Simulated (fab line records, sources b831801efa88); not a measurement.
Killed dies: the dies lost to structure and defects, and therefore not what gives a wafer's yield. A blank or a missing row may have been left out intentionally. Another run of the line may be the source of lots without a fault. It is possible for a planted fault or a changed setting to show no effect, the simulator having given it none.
Which tool is to blame? + flow sky130 + 6 lots with 18 wafers sampled at 3 steps, on a route of 708 steps

## WHAT THE GAUGES SHOWED, per wafer
SKY_NWELL_RS_MEAS_29: measurement is done with a four-point probe.
| lot  | measured     | on           | NWELL_RS (ohm/sq) |
|------|--------------|--------------|-------------------|
| L375 | day 5 22:10  | filmMetro-01 | 626.6 625.7 624.6 |
| L377 | day 6 10:16  | filmMetro-04 | 623.8 624.1 623.8 |
| L380 | day 7 00:06  | filmMetro-01 | 627.9 626.2 627.3 |
| L389 | day 9 08:24  | filmMetro-03 | 627.3 625.9 620.8 |
| L392 | day 10 08:58 | filmMetro-01 | 627.6 627.9 626.5 |
| L395 | day 10 21:02 | filmMetro-03 | 625.2 626.0 623.5 |

## WHICH TOOL RAN EACH LOT (tool, then ch and the chambers of the sampled wafers, then the start)
| lot  | SKY_NWELL_IMPLANT_12           | SKY_NWELL_STRIP_25                  |
|------|--------------------------------|-------------------------------------|
| L375 | implanter-04 ch 0, day 5 03:32 | plasmaAsher-01 ch 0,1, day 5 21:51  |
| L377 | implanter-03 ch 0, day 5 14:32 | plasmaAsher-02 ch 0,1, day 6 09:57  |
| L380 | implanter-02 ch 0, day 6 04:02 | plasmaAsher-04 ch 0,1, day 6 23:47  |
| L389 | implanter-03 ch 0, day 8 10:47 | plasmaAsher-04 ch 0,1, day 9 08:05  |
| L392 | implanter-02 ch 0, day 9 10:46 | plasmaAsher-02 ch 0,1, day 10 08:38 |
| L395 | implanter-04 ch 0, day 9 22:17 | plasmaAsher-01 ch 0, day 10 20:43   |
- SKY_NWELL_IMPLANT_12
- SKY_NWELL_STRIP_25: strips in O2/N2.

## THE ANSWER, worked out from the rows above alone
Rule: what is usual is taken from the lots themselves. Put in order of their means at a reading, lots are off if they are a third of the lots or fewer, leave a main group of 4 or more, and stand apart from it by a gap of 3 or more times the standard deviation of the main group's means; of several such gaps the widest counts. Not used: any main group whose means are identical at the precision the tables above print for the reading. Also off: a lot with no number at a reading for which 4 or more lots have one. All remaining lots with rows at the step are treated as sound.
None of the lots is off at any reading shown; this tells nothing.

## WHAT THE SIMULATOR HAD PUT IN
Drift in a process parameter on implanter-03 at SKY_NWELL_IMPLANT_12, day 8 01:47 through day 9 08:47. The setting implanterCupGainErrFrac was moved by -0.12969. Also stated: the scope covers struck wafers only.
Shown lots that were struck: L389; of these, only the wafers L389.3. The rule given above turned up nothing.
